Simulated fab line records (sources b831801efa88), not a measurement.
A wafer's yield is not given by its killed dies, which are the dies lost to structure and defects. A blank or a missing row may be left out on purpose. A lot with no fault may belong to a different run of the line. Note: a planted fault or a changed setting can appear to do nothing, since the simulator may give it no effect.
Struck lot and sound lot, side by side ; flow gf180mcu ; 14 steps out of a route of 602
Sound: the wafers L641.2, L641.3, L641.4. The struck wafers were L663.2, L663.3, L663.5. Last of all comes the cause.
At each step with rows: each side's tool, then ch and its chambers, then its first start. Under that, the readings that differ: sound wafers ; struck wafers ; difference of the means ; sigmas: that difference in standard deviations of wafers without a fault.
alike: same words and numbers on both sides, and readings whose means sit less than 2 such deviations apart. not compared: any withheld reading, any reading some wafer has no value for, any bound like >300 that may hide the same value, and any number with overlapping values for which the record gives no deviation.
Wherever a step has rows on one side only, a row that says differs or no value, or a row with sigmas, the two part there. Non-overlapping numbers with no deviation appear without sigmas and do not part them. A reading missing from all wafers of one side parts the sides only when that side holds two or more wafers.

GF_V3_CMP_26: polishes, stops on SiO2, t overpolish 15 s, target thk 0 nm.
  sound on cmp-02 ch 0,1,2, day 22 18:52; struck on cmp-01 ch 1,2, day 29 23:32
  alike: motor-current-A, overpolish-run-s, time-to-endpoint-s
then, 1 step without rows for these wafers: GF_M4_SPUTTER_00 (material Ti, target thk 37.5 nm, time 150 s).
GF_M4_SPUTTER_01: material TiN, target thk 30 nm, time 25 s.
  sound on pvd-sputter-02 at day 22 19:16; struck on pvd-sputter-03 at day 29 23:56
  alike: throttle-valve-pct
GF_M4_SPUTTER_02: material AlCu, target thk 450 nm, time 23.9 s.
  sound on pvd-sputter-02 at day 22 19:18; struck on pvd-sputter-03 at day 29 23:58
  alike: throttle-valve-pct
GF_M4_SPUTTER_03: material Ti, target thk 10 nm, time 6.7 s.
  sound on pvd-sputter-02 at day 22 19:20; struck on pvd-sputter-03 at day 30 00:00
  alike: throttle-valve-pct
GF_M4_SPUTTER_04: material TiN, target thk 50 nm, time 41.7 s.
  sound on pvd-sputter-02 at day 22 19:21; struck on pvd-sputter-03 at day 30 00:01
  alike: throttle-valve-pct
GF_M4_RS_MEAS_05: measures by four-point-probe.
  sound on film-metro-04 at day 22 19:25; struck on film-metro-04 at day 30 00:05
  alike: M4_ALCU_RS
GF_M4_THK_MEAS_06: measures by xrf.
  sound on film-metro-04 at day 22 19:31; struck on film-metro-04 at day 30 00:11
  alike: M4_ALCU_THK
then, 4 steps without rows for these wafers: GF_M4_DEHYDRATE_07 (time 60 s); GF_M4_HMDS_08 (prime time 60 s); GF_M4_COAT_09 (resist thk 1000 nm); GF_M4_SOFTBAKE_10 (time 60 s).
GF_M4_EXPOSE_11: exposes mask Metal4, target cd 280 nm.
  struck on krf-scanner-02, day 30 08:59; sound on krf-scanner-01 ch 0, day 23 07:14
  no value came back on the struck wafers for exposure-dose-mJ-cm2, focus-offset-nm (nm), reticle-temp-C (C); on the sound wafers exposure-dose-mJ-cm2 reads 28.45 28.44 28.40
  alike: mask
then, 1 step without rows for these wafers: GF_M4_PEB_12 (peb time 90 s).

## WHERE THEY PART
GF_M4_EXPOSE_11 only, going by this record.

WHY: the cause the simulator had injected
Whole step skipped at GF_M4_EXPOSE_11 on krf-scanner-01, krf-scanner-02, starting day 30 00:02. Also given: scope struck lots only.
